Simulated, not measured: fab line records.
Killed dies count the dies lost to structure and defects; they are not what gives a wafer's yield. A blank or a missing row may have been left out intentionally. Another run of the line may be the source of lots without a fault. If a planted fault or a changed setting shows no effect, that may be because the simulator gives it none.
Chamber matching / flow gf180mcu / 4 sister chambers for GF_V1_CMP_04 on cmp-01
The step polishes SiO2. 16 wafers are shown with their chamber, then 8 later ones without.

== WAFERS WITH THEIR CHAMBER ==
wafer=L620.1; chamber=3; motor current A (A)=11.4; head pressure psi (psi)=3.999; time to endpoint s (s)=77
wafer=L620.3; chamber=0; motor current A (A)=12.9; head pressure psi (psi)=4.006; time to endpoint s (s)=82
wafer=L620.6; chamber=2; motor current A (A)=12.5; head pressure psi (psi)=3.995; time to endpoint s (s)=85
wafer=L622.2; chamber=0; motor current A (A)=13.7; head pressure psi (psi)=4.017; time to endpoint s (s)=82
wafer=L622.3; chamber=3; motor current A (A)=11.5; head pressure psi (psi)=3.994; time to endpoint s (s)=71
wafer=L622.6; chamber=3; motor current A (A)=11.1; head pressure psi (psi)=4.005; time to endpoint s (s)=79
wafer=L626.2; chamber=0; motor current A (A)=13.1; head pressure psi (psi)=4.002; time to endpoint s (s)=83
wafer=L626.4; chamber=3; motor current A (A)=10.9; head pressure psi (psi)=3.997; time to endpoint s (s)=86
wafer=L626.5; chamber=3; motor current A (A)=10.8; head pressure psi (psi)=3.992; time to endpoint s (s)=81
wafer=L634.2; chamber=2; motor current A (A)=11.9; head pressure psi (psi)=4.000; time to endpoint s (s)=74
wafer=L634.3; chamber=0; motor current A (A)=13.4; head pressure psi (psi)=4.006; time to endpoint s (s)=78
wafer=L634.6; chamber=1; motor current A (A)=12.3; head pressure psi (psi)=4.009; time to endpoint s (s)=76
wafer=L636.1; chamber=1; motor current A (A)=12.5; head pressure psi (psi)=3.994; time to endpoint s (s)=76
wafer=L636.3; chamber=2; motor current A (A)=11.7; head pressure psi (psi)=3.997; time to endpoint s (s)=76
wafer=L636.5; chamber=2; motor current A (A)=11.9; head pressure psi (psi)=3.992; time to endpoint s (s)=83
wafer=L638.2; chamber=2; motor current A (A)=11.2; head pressure psi (psi)=3.998; time to endpoint s (s)=79

SIGNATURES (averages over the wafers above)
reading=motor current A; chamber 0=13.275; chamber 1=12.400; chamber 2=11.840; chamber 3=11.140; scatter within a chamber=0.369
reading=head pressure psi; chamber 0=4.00775; chamber 1=4.00150; chamber 2=3.99640; chamber 3=3.99740; scatter within a chamber=0.0056
reading=time to endpoint s; chamber 0=81.25; chamber 1=76.00; chamber 2=79.40; chamber 3=78.80; scatter within a chamber=4.29
Rule: for a wafer and a chamber, the distance is found by dividing, reading by reading, the gap between the wafer's reading and the chamber's mean by the reading's scatter, squaring, summing and taking the root. The wafer belongs to the nearest chamber; if the next one is less than 2 further off, it can't be placed. The scatter: take each reading less its chamber's mean, square it, sum over the shown wafers, divide by the number of wafers less the number of chambers, and take the root.

== WAFERS WHOSE CHAMBER IS MISSING ==
wafer=L638.4; motor current A (A)=11.2; head pressure psi (psi)=4.015; time to endpoint s (s)=79
wafer=L638.6; motor current A (A)=11.0; head pressure psi (psi)=4.011; time to endpoint s (s)=77
wafer=L639.2; motor current A (A)=12.0; head pressure psi (psi)=3.993; time to endpoint s (s)=78
wafer=L639.4; motor current A (A)=11.2; head pressure psi (psi)=3.998; time to endpoint s (s)=89
wafer=L639.6; motor current A (A)=11.7; head pressure psi (psi)=3.997; time to endpoint s (s)=86
wafer=L640.3; motor current A (A)=11.0; head pressure psi (psi)=3.999; time to endpoint s (s)=81
wafer=L640.5; motor current A (A)=11.0; head pressure psi (psi)=3.993; time to endpoint s (s)=86
wafer=L640.6; motor current A (A)=13.1; head pressure psi (psi)=3.992; time to endpoint s (s)=84

== THE CHAMBER EACH PASSED THROUGH ==
wafer=L638.4; from the rows above=can't be placed: 3 or 2 or 1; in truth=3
wafer=L638.6; from the rows above=can't be placed: 3 or 2 or 1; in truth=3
wafer=L639.2; from the rows above=can't be placed: 2 or 1 or 3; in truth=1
wafer=L639.4; from the rows above=can't be placed: 3 or 2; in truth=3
wafer=L639.6; from the rows above=can't be placed: 2 or 3 or 1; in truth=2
wafer=L640.3; from the rows above=can't be placed: 3 or 2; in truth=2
wafer=L640.5; from the rows above=can't be placed: 3 or 2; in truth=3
wafer=L640.6; from the rows above=can't be placed: 0 or 1 or 2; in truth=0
Correctly placed: 0 of 8. Not placeable from these rows: 8 (in 8, the candidates include the true chamber). Wrongly placed: 0.
